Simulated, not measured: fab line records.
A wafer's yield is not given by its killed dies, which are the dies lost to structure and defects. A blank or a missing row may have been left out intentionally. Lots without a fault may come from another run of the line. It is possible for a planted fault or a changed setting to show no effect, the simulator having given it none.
fab line records	flow sky130
[record] lots = 13	wafers = 39	last_day = 50
route steps=708 shown GATE_OXIDE@201 LDD_P@265 POLY_CUT@309 SD_P@359 PAD_OPEN@708
lots untouched by any fault: they come from a run of this same line in which no faults occurred
start_h: hours from the record's first day to the start of the lot's first wafer shown	wait_h: hours since the lot's step before	" as in the row above	L1.1+2: a single row standing in for several wafers	- no value present, or no start provided	* or withheld: withheld	< > ~ a bound
route shown NAME@n: NAME is a module with steps in the file, n the number in the route of the first one	usual: mean/standard deviation of fault-free wafers	same: alike in all rows	chamber/n: place in a boat	sites: readings site by site	_std_site: the standard deviation of these	_edge_site: outer sites' mean less inner sites'	radius_mm: how far each site lies from the wafer's centre	mask NAME#n: copy n	behind: tool/chamber where the wafer was last shaped	hold: why the lot went on hold/how many hours it stayed there/how the hold came to an end	device: whichever transistor did not switch (one of n, p or np)	end of line: the same wafers' tests at the end of the route	a step without rows: its recipe alone	killed: dies that structure and defects cost at the first sort, which is not the same as the wafer's yield	map: dies across one wafer; x = killed, . = not, _ = none there
set.NAME: the setting that was run; set.NAME@STEP: the one run at that earlier step	model.NAME: the simulator's own value behind a step, which no gauge read
a sample of lots followed through the steps of the route, with each step as a table and each wafer as a row
services: when a tool's chamber went out of use (start_h, in hours from the record's first day, below 0 if earlier), for how many hours, and the reason
[[steps]]
[step SKY_GATE_OXIDE_TW_MEAS_14]
[usual] GATE_OXIDE_TW = 225/3.2
lot.wafer	tool	chamber	start_h	wait_h	GATE_OXIDE_TW
L607.1	film_metro-02	-	310.77	0.1	223
L607.5	"	-	"	"	223
L607.6	"	-	"	"	223
L608.3	film_metro-03	-	315.09	0.1	228
L608.4	"	-	"	"	228
L608.5	"	-	"	"	228
L609.2	film_metro-01	-	325.61	0.1	222
L609.5	"	-	"	"	221
L609.6	"	-	"	"	219
L610.1	film_metro-03	-	331.94	0.1	228
L610.2	"	-	"	"	229
L610.4	"	-	"	"	228
L611.1	film_metro-01	-	341.07	0.1	222
L611.2	"	-	"	"	221
L611.4	"	-	"	"	221
L612.1	film_metro-02	-	346.47	0.1	222
L612.4	"	-	"	"	221
L612.5	"	-	"	"	222
L613.1	film_metro-01	-	355.80	0.1	221
L613.2	"	-	"	"	221
L613.5	"	-	"	"	221
L615.1	film_metro-02	-	371.93	0.1	225
L615.2	"	-	"	"	225
L615.4	"	-	"	"	224
L620.1	film_metro-01	-	413.69	0.1	222
L620.3	"	-	"	"	223
L620.4	"	-	"	"	223
L623.3	film_metro-02	-	445.35	0.1	225
L623.5	"	-	"	"	224
L623.6	"	-	"	"	225
L624.1	film_metro-01	-	459.68	0.1	221
L624.3	"	-	"	"	222
L624.6	"	-	"	"	219
L629.2	film_metro-02	-	494.84	0.1	225
L629.3	"	-	"	"	224
L629.6	"	-	"	"	224
L630.3	film_metro-01	-	498.40	0.1	221
L630.4	"	-	"	"	221
L630.6	"	-	"	"	220
[step SKY_LDD_P_STRIP_10]
[recipe] chemistry = O2/N2	power_w = 1400	pressure_mtorr = 1500	platen_temp_c = withheld	o2_flow_sccm = 3000	n2_flow_sccm = 300	overash_fraction = 0.5
[usual] drypump_motor_current_A = 6.0/0.61	oes_product_au = 0.715/0.0046	strip_time_to_endpoint_s = 14.18/0.042
lot.wafer	tool	chamber	start_h	wait_h	drypump_motor_current_A	oes_product_au	rf_hours_counter_h	strip_time_to_endpoint_s
L607.1	plasma_asher-03	0	435.75	0.1	5.7	0.710	0	14.15
L607.5	"	1	"	"	6.8	0.711	-	14.13
L607.6	"	0	"	"	5.7	0.721	-	14.17
L608.3	plasma_asher-03	1	443.07	0.1	6.8	0.713	-	14.21
L608.4	"	0	"	"	5.8	0.709	-	14.16
L608.5	"	1	"	"	6.8	0.714	-	14.22
L609.2	plasma_asher-04	0	452.21	0.1	5.0	0.714	34	14.20
L609.5	"	1	"	"	5.4	0.717	-	14.18
L609.6	"	0	"	"	5.0	0.712	-	14.21
L610.1	plasma_asher-03	1	460.41	0.1	6.8	0.714	4	14.20
L610.2	"	0	"	"	5.8	0.712	4	14.18
L610.4	"	0	"	"	5.7	0.712	-	14.27
L611.1	plasma_asher-03	1	472.06	0.1	6.8	0.716	5	14.20
L611.2	"	0	"	"	5.7	0.716	5	14.20
L611.4	"	1	"	"	6.8	0.713	-	14.26
L612.1	plasma_asher-03	0	478.79	0.1	5.7	0.706	6	14.18
L612.4	"	0	"	"	5.7	0.711	-	14.21
L612.5	"	1	"	"	6.9	0.720	-	14.14
L613.1	plasma_asher-03	0	485.81	0.1	5.7	0.722	7	14.18
L613.2	"	1	"	"	6.8	0.719	7	14.10
L613.5	"	0	"	"	5.8	0.718	-	14.19
L615.1	plasma_asher-04	0	510.39	0.1	5.0	0.718	41	14.12
L615.2	"	1	"	"	5.4	0.712	41	14.12
L615.4	"	0	"	"	5.0	0.716	-	14.12
L620.1	plasma_asher-03	0	545.41	0.1	5.7	0.714	14	14.18
L620.3	"	0	"	"	5.7	0.712	-	14.20
L620.4	"	1	"	"	6.8	0.718	-	14.20
L623.3	plasma_asher-03	0	576.77	0.1	5.7	0.715	-	14.21
L623.5	"	0	"	"	5.8	0.719	-	14.23
L623.6	"	1	"	"	6.8	0.715	-	14.17
L624.1	plasma_asher-02	1	587.74	0.1	6.2	0.717	76	14.22
L624.3	"	0	"	"	6.2	0.710	-	14.24
L624.6	"	1	"	"	6.2	0.715	-	14.19
L629.2	plasma_asher-03	0	621.60	0.1	5.7	0.719	22	14.20
L629.3	"	1	"	"	6.8	0.716	-	14.14
L629.6	"	0	"	"	5.7	0.717	-	14.21
L630.3	plasma_asher-02	1	626.24	0.1	6.2	0.715	-	14.18
L630.4	"	0	"	"	6.3	0.711	-	14.16
L630.6	"	1	"	"	6.2	0.723	-	14.14
[step SKY_POLY_CUT_COAT_02]
[recipe] resist = BARC	temp_c = withheld	time_s = withheld	spin_rpm = 3000	resist_thk_nm = 60
[usual] spin_speed_rpm = 3000.1/2.2
lot.wafer	tool	chamber	start_h	wait_h	spin_speed_rpm
L607.1	litho_track-01	0	545.73	0.1	3001.2
L607.5	"	0	"	"	3000.6
L607.6	"	0	"	"	3001.2
L608.3	litho_track-03	0	552.79	0.1	3001.4
L608.4	"	0	"	"	3002.1
L608.5	"	0	"	"	3001.0
L609.2	litho_track-03	0	560.97	0.1	2999.0
L609.5	"	0	"	"	2998.5
L609.6	"	0	"	"	2999.5
L610.1	litho_track-01	0	569.23	0.1	3001.9
L610.2	"	0	"	"	3003.8
L610.4	"	0	"	"	2999.3
L611.1	litho_track-04	0	581.25	0.1	2998.2
L611.2	"	0	"	"	2998.7
L611.4	"	0	"	"	3001.1
L612.1	litho_track-03	0	585.64	0.1	3001.3
L612.4	"	0	"	"	2997.9
L612.5	"	0	"	"	2999.2
L613.1	litho_track-01	0	595.43	0.1	2997.4
L613.2	"	0	"	"	2996.8
L613.5	"	0	"	"	3002.4
L615.1	litho_track-01	0	617.08	0.1	3000.0
L615.2	"	0	"	"	2996.3
L615.4	"	0	"	"	3000.7
L620.1	litho_track-04	0	649.95	0.1	2998.7
L620.3	"	0	"	"	3000.8
L620.4	"	0	"	"	2999.2
L623.3	litho_track-01	0	681.48	0.1	3047.5
L623.5	"	0	"	"	3049.5
L623.6	"	0	"	"	3051.5
L624.1	litho_track-01	0	689.48	0.1	3049.7
L624.3	"	0	"	"	3047.7
L624.6	"	0	"	"	3051.1
L629.2	litho_track-04	0	722.58	0.1	2998.4
L629.3	"	0	"	"	3003.4
L629.6	"	0	"	"	3000.7
L630.3	litho_track-03	0	726.20	0.1	3000.0
L630.4	"	0	"	"	3000.5
L630.6	"	0	"	"	2999.7
[step SKY_SD_N_RS_MEAS_17]
[recipe] thk_meas_gauge = four-point-probe
[usual] SD_P_RS = 147.2/0.39
lot.wafer	tool	chamber	start_h	wait_h	SD_P_RS[ohm/sq]
L607.1	film_metro-02	-	651.14	0.1	147.2
L607.5	"	-	"	"	147.2
L607.6	"	-	"	"	146.8
L608.3	film_metro-01	-	656.99	0.1	147.4
L608.4	"	-	"	"	147.5
L608.5	"	-	"	"	147.3
L609.2	film_metro-04	-	664.64	0.1	147.0
L609.5	"	-	"	"	147.1
L609.6	"	-	"	"	147.1
L610.1	film_metro-04	-	671.42	0.1	147.7
L610.2	"	-	"	"	147.3
L610.4	"	-	"	"	147.2
L611.1	film_metro-04	-	684.09	0.1	147.9
L611.2	"	-	"	"	147.9
L611.4	"	-	"	"	147.3
L612.1	film_metro-04	-	687.82	0.1	147.7
L612.4	"	-	"	"	147.4
L612.5	"	-	"	"	147.3
L613.1	film_metro-01	-	697.59	0.1	146.9
L613.2	"	-	"	"	146.5
L613.5	"	-	"	"	147.1
L615.1	film_metro-02	-	718.49	0.1	147.2
L615.2	"	-	"	"	147.1
L615.4	"	-	"	"	146.9
L620.1	film_metro-04	-	749.07	0.1	146.8
L620.3	"	-	"	"	146.9
L620.4	"	-	"	"	146.8
L623.3	film_metro-02	-	779.55	0.1	146.6
L623.5	"	-	"	"	146.6
L623.6	"	-	"	"	146.4
L624.1	film_metro-01	-	786.54	0.1	147.2
L624.3	"	-	"	"	147.4
L624.6	"	-	"	"	147.5
L629.2	film_metro-01	-	818.06	0.1	146.9
L629.3	"	-	"	"	147.1
L629.6	"	-	"	"	147.3
L630.3	film_metro-02	-	820.65	0.1	147.5
L630.4	"	-	"	"	148.3
L630.6	"	-	"	"	147.4
[step SKY_PAD_OPEN_PROBE_99]
[usual] killed_at_M0_to_M3 = 44/7.4	killed_at_M4_up = 3.2/1.8	killed_at_contacts = 25/5.2	killed_at_front_end = 15/4.5	killed_at_other = 0.2/0.43	killed_dies = 87/9.6	killed_on_rim = 17/3.9	killed_open = 48/7.6	killed_short = 40/5.7
[same] gross_dies = 492	killed_at_back_side = 0
lot.wafer	tool	chamber	start_h	wait_h	killed_at_M0_to_M3	killed_at_M4_up	killed_at_contacts	killed_at_front_end	killed_at_other	killed_dies	killed_on_rim	killed_open	killed_short
L607.1	prober-01	-	1077.23	0.1	49	2	24	7	1	83	17	47	36
L607.5	prober-01	-	1077.43	0.2	45	1	26	10	0	82	16	43	39
L607.6	prober-01	-	1077.48	0.2	45	3	21	18	0	87	16	39	48
L608.3	prober-02	-	1082.61	0.2	33	3	26	21	1	84	9	51	33
L608.4	prober-02	-	1082.66	0.2	36	3	16	12	0	67	17	35	32
L608.5	prober-02	-	1082.71	0.2	49	3	19	11	0	82	13	50	32
L609.2	prober-01	-	1091.71	0.1	50	3	20	11	0	84	13	37	47
L609.5	prober-01	-	1091.86	0.2	60	0	31	13	0	104	25	61	43
L609.6	prober-01	-	1091.91	0.2	46	2	31	9	0	88	19	50	38
L610.1	prober-02	-	1093.34	0.1	35	7	22	16	0	80	18	43	37
L610.2	prober-02	-	1093.39	0.1	40	1	30	19	0	90	21	41	49
L610.4	prober-02	-	1093.49	0.2	47	2	31	12	0	92	20	51	41
L611.1	prober-01	-	1102.22	0.1	37	3	25	20	0	85	19	53	32
L611.2	prober-01	-	1102.27	0.1	39	3	35	16	0	93	12	44	49
L611.4	prober-01	-	1102.37	0.2	39	2	12	12	0	65	15	36	29
L612.1	prober-02	-	1106.95	0.1	47	2	18	15	0	82	15	39	43
L612.4	prober-02	-	1107.10	0.2	48	4	24	12	0	88	14	44	44
L612.5	prober-02	-	1107.15	0.2	41	6	31	20	0	98	17	54	44
L613.1	prober-01	-	1112.40	0.1	50	4	21	12	1	88	17	55	33
L613.2	prober-01	-	1112.45	0.1	55	2	28	15	0	100	23	44	56
L613.5	prober-01	-	1112.60	0.2	48	4	22	18	0	92	23	49	43
L615.1	prober-01	-	1125.33	0.1	43	2	25	20	1	91	20	54	37
L615.2	prober-01	-	1125.38	0.1	43	1	18	11	0	73	17	41	32
L615.4	prober-01	-	1125.48	0.2	40	4	17	19	0	80	13	39	41
L620.1	prober-02	-	1149.52	0.1	49	5	18	18	0	90	19	46	44
L620.3	prober-02	-	1149.62	0.2	53	2	32	16	1	104	17	54	50
L620.4	prober-02	-	1149.67	0.2	43	3	30	22	0	98	12	47	51
L623.3	prober-01	-	1171.18	0.2	44	1	23	13	0	81	13	36	45
L623.5	prober-01	-	1171.28	0.2	44	6	30	17	0	97	17	57	40
L623.6	prober-01	-	1171.33	0.2	46	5	24	9	0	84	18	56	28
L624.1	prober-02	-	1173.73	0.1	48	2	28	9	2	89	19	47	42
L624.3	prober-02	-	1173.83	0.2	36	5	22	9	0	72	14	34	38
L624.6	prober-02	-	1173.98	0.2	42	1	26	13	1	83	13	55	28
L629.2	prober-01	-	1194.28	0.1	46	5	18	16	0	85	23	48	37
L629.3	prober-01	-	1194.33	0.2	40	6	23	10	0	79	16	42	37
L629.6	prober-01	-	1194.48	0.2	39	6	29	19	0	93	21	46	47
L630.3	prober-02	-	1196.08	0.2	44	5	20	14	0	83	15	45	38
L630.4	prober-02	-	1196.13	0.2	41	6	20	17	1	85	13	43	42
L630.6	prober-02	-	1196.23	0.2	40	5	22	12	1	80	17	47	33
// killed by level:class
L607.1 VIA1:geometric_particle:open=11 CONTACT:geometric_particle:open=9 VIA3:geometric_particle:open=8 CONTACT:geometric_particle:short=7 METAL1:geometric_particle:short=7 VIA2:geometric_particle:open=6 VIA3:geometric_particle:short=6 LI_CONTACT:geometric_particle:open=5
L607.5 CONTACT:geometric_particle:open=9 VIA3:geometric_particle:open=9 CONTACT:geometric_particle:short=7 VIA1:geometric_particle:open=7 VIA2:geometric_particle:open=7 LOCAL_INTERCONNECT:geometric_particle:short=5 METAL1:geometric_particle:short=5 METAL2:geometric_particle:short=5
L607.6 VIA1:geometric_particle:short=11 VIA1:geometric_particle:open=9 VIA3:geometric_particle:open=8 POLY_GATE:geometric_particle:short=6 LI_CONTACT:geometric_particle:open=5 LOCAL_INTERCONNECT:geometric_particle:short=5 METAL1:geometric_particle:short=5 CONTACT:geometric_particle:short=5
L608.3 VIA1:geometric_particle:open=10 CONTACT:geometric_particle:open=9 FIELD_ISO:geometric_particle:open=7 LI_CONTACT:geometric_particle:open=7 VIA2:geometric_particle:open=5 FIELD_ISO:geometric_particle:short=4 LI_CONTACT:geometric_particle:short=4 LOCAL_INTERCONNECT:geometric_particle:short=4
L608.4 VIA1:geometric_particle:open=9 CONTACT:geometric_particle:open=8 METAL1:geometric_particle:short=6 FIELD_ISO:geometric_particle:short=5 LI_CONTACT:geometric_particle:open=5 VIA1:geometric_particle:short=5 VIA2:geometric_particle:short=4 FIELD_ISO:geometric_particle:open=3
L608.5 CONTACT:geometric_particle:open=8 VIA3:geometric_particle:open=8 VIA2:geometric_particle:short=7 VIA1:geometric_particle:open=7 VIA2:geometric_particle:open=7 LI_CONTACT:geometric_particle:open=5 FIELD_ISO:geometric_particle:open=4 METAL2:geometric_particle:short=4
L609.2 VIA1:geometric_particle:open=9 CONTACT:geometric_particle:open=8 METAL1:geometric_particle:short=6 VIA1:geometric_particle:short=6 VIA3:geometric_particle:short=6 CONTACT:geometric_particle:short=5 METAL2:geometric_particle:short=5 VIA3:geometric_particle:open=5
L609.5 VIA1:geometric_particle:open=21 CONTACT:geometric_particle:open=9 CONTACT:geometric_particle:short=9 VIA1:geometric_particle:short=8 LI_CONTACT:geometric_particle:open=7 VIA3:geometric_particle:open=7 VIA2:geometric_particle:open=6 METAL3:geometric_particle:short=5
L609.6 VIA1:geometric_particle:open=12 CONTACT:geometric_particle:open=11 CONTACT:geometric_particle:short=9 VIA1:geometric_particle:short=9 VIA2:geometric_particle:open=6 LI_CONTACT:geometric_particle:open=5 LI_CONTACT:geometric_particle:short=4 POLY_GATE:geometric_particle:short=3
L610.1 CONTACT:geometric_particle:open=10 VIA1:geometric_particle:open=7 LI_CONTACT:geometric_particle:open=7 METAL2:geometric_particle:short=6 METAL4:geometric_particle:short=5 FIELD_ISO:geometric_particle:short=4 VIA2:geometric_particle:open=4 FIELD_ISO:geometric_particle:open=3
L610.2 CONTACT:geometric_particle:open=10 VIA1:geometric_particle:open=10 POLY_GATE:geometric_particle:short=6 LI_CONTACT:geometric_particle:open=6 LOCAL_INTERCONNECT:geometric_particle:short=6 METAL1:geometric_particle:short=6 FIELD_ISO:geometric_particle:short=5 VIA1:geometric_particle:short=5
L610.4 CONTACT:geometric_particle:open=13 VIA1:geometric_particle:open=11 LI_CONTACT:geometric_particle:open=8 METAL1:geometric_particle:short=7 VIA1:geometric_particle:short=7 VIA2:geometric_particle:open=6 VIA3:geometric_particle:open=5 FIELD_ISO:geometric_particle:short=4
L611.1 CONTACT:geometric_particle:open=10 LI_CONTACT:geometric_particle:open=9 VIA1:geometric_particle:open=7 VIA2:geometric_particle:open=7 FIELD_ISO:geometric_particle:open=5 POLY_GATE:geometric_particle:open=5 VIA1:geometric_particle:short=5 VIA3:geometric_particle:open=4
L611.2 CONTACT:geometric_particle:open=15 VIA1:geometric_particle:open=13 CONTACT:geometric_particle:short=11 METAL1:geometric_particle:short=7 POLY_GATE:geometric_particle:short=6 METAL2:geometric_particle:short=6 FIELD_ISO:geometric_particle:short=5 LI_CONTACT:geometric_particle:open=4
L611.4 VIA1:geometric_particle:open=8 VIA2:geometric_particle:open=7 VIA1:geometric_particle:short=6 VIA3:geometric_particle:open=5 FIELD_ISO:geometric_particle:open=4 CONTACT:geometric_particle:open=4 VIA2:geometric_particle:short=4 POLY_GATE:geometric_particle:short=3
L612.1 METAL1:geometric_particle:short=13 LI_CONTACT:geometric_particle:open=7 CONTACT:geometric_particle:open=6 VIA2:geometric_particle:open=6 POLY_GATE:geometric_particle:short=5 METAL1:geometric_particle:open=5 VIA1:geometric_particle:short=5 METAL2:geometric_particle:short=5
L612.4 VIA1:geometric_particle:short=9 VIA1:geometric_particle:open=9 VIA2:geometric_particle:open=8 LI_CONTACT:geometric_particle:open=7 POLY_GATE:geometric_particle:short=6 VIA3:geometric_particle:open=6 LOCAL_INTERCONNECT:geometric_particle:short=5 CONTACT:geometric_particle:open=5
L612.5 CONTACT:geometric_particle:open=11 VIA2:geometric_particle:open=10 LI_CONTACT:geometric_particle:open=7 METAL1:geometric_particle:short=7 POLY_GATE:geometric_particle:open=6 LOCAL_INTERCONNECT:geometric_particle:short=6 VIA3:geometric_particle:open=6 VIA1:geometric_particle:open=5
L613.1 VIA1:geometric_particle:open=17 CONTACT:geometric_particle:open=10 VIA3:geometric_particle:open=8 VIA2:geometric_particle:open=6 VIA1:geometric_particle:short=5 LI_CONTACT:geometric_particle:open=4 CONTACT:geometric_particle:short=4 METAL1:geometric_particle:short=4
L613.2 CONTACT:geometric_particle:short=11 VIA1:geometric_particle:open=11 VIA1:geometric_particle:short=9 METAL2:geometric_particle:short=9 VIA3:geometric_particle:open=7 LI_CONTACT:geometric_particle:open=5 VIA2:geometric_particle:open=5 CONTACT:geometric_particle:open=5
L613.5 CONTACT:geometric_particle:open=13 METAL2:geometric_particle:short=8 VIA1:geometric_particle:open=8 VIA1:geometric_particle:short=7 FIELD_ISO:geometric_particle:short=6 POLY_GATE:geometric_particle:open=5 VIA3:geometric_particle:open=5 METAL1:geometric_particle:short=4
L615.1 VIA1:geometric_particle:open=16 CONTACT:geometric_particle:open=14 POLY_GATE:geometric_particle:short=7 VIA1:geometric_particle:short=7 POLY_GATE:geometric_particle:open=6 VIA2:geometric_particle:open=6 METAL2:geometric_particle:short=5 LI_CONTACT:geometric_particle:open=4
L615.2 VIA1:geometric_particle:open=10 CONTACT:geometric_particle:open=9 VIA2:geometric_particle:open=9 VIA3:geometric_particle:open=6 LI_CONTACT:geometric_particle:short=4 VIA2:geometric_particle:short=4 VIA1:geometric_particle:short=3 POLY_GATE:geometric_particle:short=3
L615.4 VIA2:geometric_particle:open=11 POLY_GATE:geometric_particle:short=9 VIA1:geometric_particle:open=7 FIELD_ISO:geometric_particle:short=5 CONTACT:geometric_particle:open=5 METAL1:geometric_particle:short=5 LI_CONTACT:geometric_particle:open=4 VIA1:geometric_particle:short=4
L620.1 VIA1:geometric_particle:open=14 FIELD_ISO:geometric_particle:short=9 VIA3:geometric_particle:open=8 FIELD_ISO:geometric_particle:open=7 CONTACT:geometric_particle:open=7 METAL2:geometric_particle:short=6 METAL1:geometric_particle:short=5 CONTACT:geometric_particle:short=4
L620.3 CONTACT:geometric_particle:open=11 METAL1:geometric_particle:short=11 LI_CONTACT:geometric_particle:open=10 VIA3:geometric_particle:open=8 METAL2:geometric_particle:short=7 VIA1:geometric_particle:open=7 LOCAL_INTERCONNECT:geometric_particle:short=6 VIA1:geometric_particle:short=6
L620.4 VIA1:geometric_particle:open=9 CONTACT:geometric_particle:short=8 CONTACT:geometric_particle:open=8 METAL1:geometric_particle:short=7 FIELD_ISO:geometric_particle:open=6 POLY_GATE:geometric_particle:short=6 LI_CONTACT:geometric_particle:open=6 METAL2:geometric_particle:short=6
L623.3 VIA1:geometric_particle:open=8 VIA1:geometric_particle:short=7 FIELD_ISO:geometric_particle:short=6 LI_CONTACT:geometric_particle:open=6 LOCAL_INTERCONNECT:geometric_particle:short=6 CONTACT:geometric_particle:open=6 METAL1:geometric_particle:short=6 VIA2:geometric_particle:open=4
L623.5 LI_CONTACT:geometric_particle:open=11 VIA3:geometric_particle:open=11 CONTACT:geometric_particle:open=10 VIA1:geometric_particle:open=8 METAL2:geometric_particle:short=6 VIA2:geometric_particle:open=5 METAL4:geometric_particle:short=5 FIELD_ISO:geometric_particle:open=4
L623.6 VIA1:geometric_particle:open=14 CONTACT:geometric_particle:open=11 METAL1:geometric_particle:short=10 VIA3:geometric_particle:open=6 LI_CONTACT:geometric_particle:open=5 VIA2:geometric_particle:open=5 SPACER:geometric_particle:open=4 METAL2:geometric_particle:short=4
L624.1 CONTACT:geometric_particle:open=12 VIA2:geometric_particle:open=10 VIA1:geometric_particle:open=9 LI_CONTACT:geometric_particle:open=5 METAL2:geometric_particle:short=5 VIA2:geometric_particle:short=5 METAL1:geometric_particle:short=4 METAL3:geometric_particle:short=4
L624.3 VIA1:geometric_particle:open=10 LOCAL_INTERCONNECT:geometric_particle:short=7 CONTACT:geometric_particle:open=7 METAL2:geometric_particle:short=7 VIA2:geometric_particle:open=6 VIA1:geometric_particle:short=5 METAL4:geometric_particle:short=4 CONTACT:geometric_particle:short=3
L624.6 LI_CONTACT:geometric_particle:open=9 CONTACT:geometric_particle:open=9 VIA1:geometric_particle:open=8 VIA2:geometric_particle:open=6 VIA3:geometric_particle:open=6 METAL1:geometric_particle:short=5 METAL2:geometric_particle:open=5 METAL2:geometric_particle:short=4
L629.2 VIA1:geometric_particle:open=11 VIA2:geometric_particle:open=9 LI_CONTACT:geometric_particle:open=6 CONTACT:geometric_particle:open=5 METAL2:geometric_particle:short=5 VIA3:geometric_particle:open=5 POLY_GATE:geometric_particle:short=4 METAL3:geometric_particle:short=4
L629.3 VIA1:geometric_particle:open=9 VIA3:geometric_particle:open=9 VIA1:geometric_particle:short=7 CONTACT:geometric_particle:short=5 LOCAL_INTERCONNECT:geometric_particle:short=5 CONTACT:geometric_particle:open=5 VIA2:geometric_particle:open=5 METAL4:geometric_particle:short=5
L629.6 METAL1:geometric_particle:short=11 CONTACT:geometric_particle:open=9 VIA1:geometric_particle:open=9 LI_CONTACT:geometric_particle:open=6 POLY_GATE:geometric_particle:open=6 CONTACT:geometric_particle:short=6 FIELD_ISO:geometric_particle:short=5 METAL4:geometric_particle:short=5
L630.3 VIA3:geometric_particle:open=10 CONTACT:geometric_particle:open=8 METAL2:geometric_particle:short=8 VIA1:geometric_particle:open=7 LI_CONTACT:geometric_particle:open=6 METAL1:geometric_particle:short=5 METAL4:geometric_particle:short=5 POLY_GATE:geometric_particle:short=4
L630.4 VIA1:geometric_particle:open=11 METAL1:geometric_particle:short=9 LOCAL_INTERCONNECT:geometric_particle:short=6 CONTACT:geometric_particle:open=6 FIELD_ISO:geometric_particle:short=5 FIELD_ISO:geometric_particle:open=4 METAL4:geometric_particle:short=4 VIA2:geometric_particle:open=4
L630.6 VIA1:geometric_particle:open=13 LI_CONTACT:geometric_particle:open=10 VIA1:geometric_particle:short=6 POLY_GATE:geometric_particle:open=5 CONTACT:geometric_particle:short=4 METAL1:geometric_particle:short=4 VIA2:geometric_particle:open=4 VIA2:geometric_particle:short=4
[[services]]
tool	chamber	start_h	hours	kind
plasma_asher-03	-	421.25	9.0	pm
plasma_asher-03	0	421.25	9.0	vent_cycle
plasma_asher-03	1	421.25	9.0	vent_cycle
plasma_asher-03	0	430.25	-	clean
plasma_asher-03	1	430.25	-	clean
plasma_asher-02	-	439.47	21.2	repair
plasma_asher-02	-	675.19	1.7	repair
plasma_asher-04	-	708.31	4.0	pm
plasma_asher-03	-	717.15	5.1	repair
[[key]]
[first_sign] step = SKY_POLY_CUT_COAT_02	reading = spin_speed_rpm	direction = up	sigmas = 23	usual = 3000.1	struck = 3049.5
effect none on later readings
met_at SKY_POLY_CUT_COAT_02
struck_lots L623,L624
tester_left_out L623,L624
not_acting_at SKY_GATE_OXIDE_TW_MEAS_14,SKY_LDD_P_STRIP_10,SKY_SD_N_RS_MEAS_17
onset_between 617.08 681.48
[fault] kind = process_parameter_drift	tool = litho_track-01	chamber = -	onset_h = 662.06	steps = SKY_POLY_CUT_COAT_02	channel = spin_rpm	offset = 49.942	shape = step	end_h = 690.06	acts_in = these_recipes_only	stated = 3000
// tester_left_out: of these lots the tester's yield and bins aren't shown, on N5 and GAA mostly nor the transistor test; their killed dies are dies lost to structure and defects alone, not to doping, threshold or leakage, so they don't give the yield
